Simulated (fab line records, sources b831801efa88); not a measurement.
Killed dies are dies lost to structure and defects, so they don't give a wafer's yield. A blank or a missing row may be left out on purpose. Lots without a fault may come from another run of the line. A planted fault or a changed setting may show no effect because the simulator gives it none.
One fault seen from 2 desks | flow sky130 | each desk has only its own numbers; what lay behind them comes last

THE TOOL OWNER'S DESK: rie_si-01
The tool's own readings at SKY_POLY_GATE_ETCH_17 (etches poly-Si in HBr/Cl2, stops on SiO2, target depth 180 nm, time 70.5 s): means of the sampled wafers that have a number, for each lot that ran on this tool. A lot is out of limits, marked OUT, if its mean lies more than 4 standard deviations from the usual mean; the brackets give that distance.
Columns: A = chamber_pressure_mTorr at SKY_POLY_GATE_ETCH_17, usual 10.000 mTorr; B = drypump_motor_current_A at SKY_POLY_GATE_ETCH_17, usual 5.9 A; C = he_backside_leak_sccm at SKY_POLY_GATE_ETCH_17, usual 2.65 sccm; D = oes_product_au at SKY_POLY_GATE_ETCH_17, usual 0.990 a.u.; E = throttle_valve_pct at SKY_POLY_GATE_ETCH_17, usual 33.683 %
lot  | first seen here | A      | B   | C    | D               | E
L247 | day 16 09:19    | 10.005 | 5.5 | 2.96 | 0.997           | 33.678
L249 | day 17 05:16    | 10.008 | 5.7 | 2.94 | 1.001           | 33.688
L254 | day 19 03:49    | 10.000 | 5.8 | 2.80 | 0.988           | 33.684
L258 | day 20 09:07    | 10.005 | 5.5 | 2.92 | 0.850 (-21) OUT | 33.697
L260 | day 21 14:25    | 10.008 | 6.1 | 2.52 | 0.914 (-11) OUT | 33.672
L268 | day 24 02:01    | 9.992  | 5.7 | 2.72 | 0.990           | 33.679
L270 | day 25 01:22    | 10.004 | 5.6 | 3.05 | 0.989           | 33.679
This desk's finding: out of limits on L258, L260; first on L258, day 20 09:07 (oes_product_au at SKY_POLY_GATE_ETCH_17). In limits: L247, L249, L254, L268, L270.

THE METROLOGY DESK
What the gauges read, lot by lot, whatever tool the lot ran on: means of the sampled wafers that have a number. A lot is out of limits, marked OUT, if its mean lies more than 4 standard deviations from the usual mean; the brackets give that distance.
Columns: A = POLY_GATE_TW at SKY_RES_PROTECT_TW_MEAS_08, usual 4083
lot  | first seen here | A
L247 | day 15 03:05    | 4106
L249 | day 15 21:40    | 4123
L250 | day 16 02:38    | 4055
L254 | day 17 19:53    | 4067
L255 | day 18 00:02    | 4106
L258 | day 18 23:37    | 4052
L260 | day 20 04:25    | 4058
L265 | day 21 23:05    | 4031
L268 | day 22 18:53    | 4087
L269 | day 23 06:17    | 4080
L270 | day 23 18:02    | 4081
This desk's finding: nothing out of limits on any of the 11 lots.

PUT TOGETHER
The tool owner's desk could have raised an alarm at day 20 09:07, on L258, L260.
The metrology desk saw nothing out of limits.
The metrology desk has L258, L260 on record, within its limits.
Of the lots named, all ran SKY_POLY_GATE_ETCH_17 on rie_si-01.

WHAT THE SIMULATOR HAD PUT IN
Process parameter drift: rie_si-01, from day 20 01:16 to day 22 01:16, at SKY_POLY_GATE_ETCH_17. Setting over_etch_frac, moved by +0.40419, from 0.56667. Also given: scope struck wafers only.
Lots struck among those shown: L258, L260.
Hours from the fault's start to each desk's first reading out of limits: the tool owner's desk, 8.
